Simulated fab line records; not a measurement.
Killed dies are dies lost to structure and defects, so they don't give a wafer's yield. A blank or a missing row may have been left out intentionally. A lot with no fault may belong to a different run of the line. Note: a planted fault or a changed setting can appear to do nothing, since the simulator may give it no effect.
Chamber matching + flow gf180mcu + hdpcvd-02 running GF_V5_CVD_00: 3 sister chambers
The step deposits SiO2, target thk 300 nm, time 50 s. 16 wafers are shown with their chamber, then 8 later ones without.

WAFERS PAIRED WITH THEIR CHAMBERS
| wafer  | chamber | sih4 flow sccm (sccm) |
|--------|---------|-----------------------|
| L132.1 | 1       | 59.85                 |
| L132.2 | 0       | 59.89                 |
| L132.6 | 1       | 59.63                 |
| L136.1 | 0       | 59.73                 |
| L136.2 | 1       | 60.03                 |
| L136.5 | 0       | 60.09                 |
| L148.2 | 1       | 60.01                 |
| L148.5 | 0       | 60.21                 |
| L148.6 | 2       | 59.83                 |
| L149.1 | 2       | 59.95                 |
| L149.2 | 1       | 59.99                 |
| L149.3 | 0       | 59.92                 |
| L151.1 | 1       | 59.87                 |
| L151.2 | 2       | 60.05                 |
| L151.5 | 0       | 59.96                 |
| L153.1 | 0       | 60.01                 |

SIGNATURES, as means of the wafers listed above
| reading        | chamber 0 | chamber 1 | chamber 2 | scatter within a chamber |
|----------------|-----------|-----------|-----------|--------------------------|
| sih4 flow sccm | 59.9729   | 59.8967   | 59.9433   | 0.146                    |
Rule: distance of a wafer from a chamber = root of the sum over the readings of ((wafer's reading minus chamber's mean) / reading's scatter) squared. The wafer belongs to the nearest chamber; if the next one is less than 2 further off, it can't be placed. The scatter: the root of (the sum of the squares of (reading less its chamber's mean) over the shown wafers, divided by (wafers less chambers)).

WAFERS WITHOUT THEIR CHAMBER
| wafer  | sih4 flow sccm (sccm) |
|--------|-----------------------|
| L153.5 | 59.86                 |
| L153.6 | 59.93                 |
| L154.2 | 59.74                 |
| L154.3 | 60.00                 |
| L154.5 | 59.74                 |
| L155.2 | 59.88                 |
| L155.3 | 60.14                 |
| L155.6 | 59.61                 |

WHICH CHAMBER EACH WENT THROUGH
| wafer  | from the rows above          | in truth |
|--------|------------------------------|----------|
| L153.5 | can't be placed: 1 or 2 or 0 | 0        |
| L153.6 | can't be placed: 2 or 1 or 0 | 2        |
| L154.2 | can't be placed: 1 or 2 or 0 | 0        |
| L154.3 | can't be placed: 0 or 2 or 1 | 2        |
| L154.5 | can't be placed: 1 or 2 or 0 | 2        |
| L155.2 | can't be placed: 1 or 2 or 0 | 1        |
| L155.3 | can't be placed: 0 or 2 or 1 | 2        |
| L155.6 | can't be placed: 1 or 2 or 0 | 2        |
Correct placement for 0 of the 8. Can't be placed from these rows: 8 (the true chamber is among the candidates in 8). Number placed wrongly: 0.
